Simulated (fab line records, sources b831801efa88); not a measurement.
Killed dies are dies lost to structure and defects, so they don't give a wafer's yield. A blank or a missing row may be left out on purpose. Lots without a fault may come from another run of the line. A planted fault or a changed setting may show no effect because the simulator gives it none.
Chamber matching | flow sky130 | SKY_POLY_CUT_ETCH_11 on rie_diel-01: 4 sister chambers
The step etches Si3N4 in CF4/CH2F2/Ar, stops on poly-Si, time 42.5 s, target depth 60 nm. 27 wafers are shown with their chamber, then 12 later ones without.

WAFERS WITH THEIR CHAMBER
wafer  | chamber | drypump_motor_current_A (A) | mfc_ar_sccm (sccm) | rf_fwd_power_W (W)
L075.4 | 1       | 6.0                         | 149.9              | 593.5
L075.5 | 0       | 4.9                         | 149.7              | 593.7
L075.6 | 3       | 5.7                         | 150.3              | 598.0
L076.2 | 0       | 4.9                         | 150.4              | 590.0
L076.4 | 3       | 5.7                         | 149.8              | 595.8
L076.6 | 1       | 6.0                         | 149.5              | 589.7
L077.2 | 3       | 5.7                         | 150.5              | 597.5
L077.3 | 2       | 6.2                         | 148.8              | 593.5
L077.4 | 0       | 4.9                         | 149.6              | 596.9
L078.1 | 0       | 4.9                         | 149.4              | 596.0
L078.2 | 3       | 5.7                         | 150.2              | 593.9
L078.6 | 1       | 6.0                         | 150.0              | 593.5
L080.1 | 1       | 6.0                         | 149.8              | 592.3
L080.3 | 0       | 4.9                         | 149.6              | 591.3
L080.4 | 1       | 6.0                         | 150.1              | 593.1
L082.1 | 0       | 4.9                         | 149.5              | 592.8
L082.2 | 2       | 6.3                         | 149.3              | 593.1
L082.3 | 1       | 6.0                         | 150.5              | 594.3
L086.2 | 3       | 5.7                         | 150.4              | 593.6
L086.3 | 1       | 6.0                         | 150.1              | 593.6
L086.5 | 3       | 5.7                         | 149.6              | 596.5
L087.1 | 3       | 5.7                         | 150.5              | 596.8
L087.4 | 1       | 6.0                         | 150.7              | 590.6
L087.6 | 1       | 6.0                         | 150.4              | 593.8
L088.4 | 0       | 4.9                         | 150.2              | 597.1
L088.5 | 2       | 6.3                         | 149.9              | 595.6
L088.6 | 3       | 5.7                         | 150.6              | 597.1

SIGNATURES (means of the wafers above)
reading                 | chamber 0 | chamber 1 | chamber 2 | chamber 3 | scatter within a chamber
drypump_motor_current_A | 4.900     | 6.000     | 6.267     | 5.700     | 0.017
mfc_ar_sccm             | 149.771   | 150.111   | 149.333   | 150.238   | 0.388
rf_fwd_power_W          | 593.971   | 592.711   | 594.067   | 596.150   | 1.96
Rule: a wafer's distance from a chamber is the root of the sum, over the readings, of the square of ((its reading less the chamber's mean) divided by the reading's scatter). The wafer belongs to the nearest chamber; if the next one is less than 2 further off, it can't be placed. The scatter: the root of (the sum of the squares of (reading less its chamber's mean) over the shown wafers, divided by (wafers less chambers)).

WAFERS WITHOUT THEIR CHAMBER
wafer  | drypump_motor_current_A (A) | mfc_ar_sccm (sccm) | rf_fwd_power_W (W)
L090.1 | 6.2                         | 150.6              | 596.0
L090.2 | 5.6                         | 149.9              | 596.0
L090.5 | 5.7                         | 150.0              | 592.6
L097.1 | 6.0                         | 149.2              | 594.4
L097.5 | 6.2                         | 150.7              | 593.8
L097.6 | 6.0                         | 150.1              | 593.0
L094.2 | 5.7                         | 149.9              | 593.2
L094.3 | 6.0                         | 149.3              | 594.4
L094.4 | 5.7                         | 150.5              | 594.4
L095.1 | 6.0                         | 149.9              | 590.9
L095.3 | 5.7                         | 149.9              | 594.8
L095.5 | 6.3                         | 150.2              | 593.8

WHICH CHAMBER EACH WENT THROUGH
wafer  | from the rows above | in truth
L090.1 | 2                   | 2
L090.2 | 3                   | 3
L090.5 | 3                   | 3
L097.1 | 1                   | 1
L097.5 | 2                   | 2
L097.6 | 1                   | 1
L094.2 | 3                   | 3
L094.3 | 1                   | 1
L094.4 | 3                   | 3
L095.1 | 1                   | 1
L095.3 | 3                   | 3
L095.5 | 2                   | 2
Placed correctly: 12 of 12. Can't be placed from these rows: 0. Placed wrongly: 0.
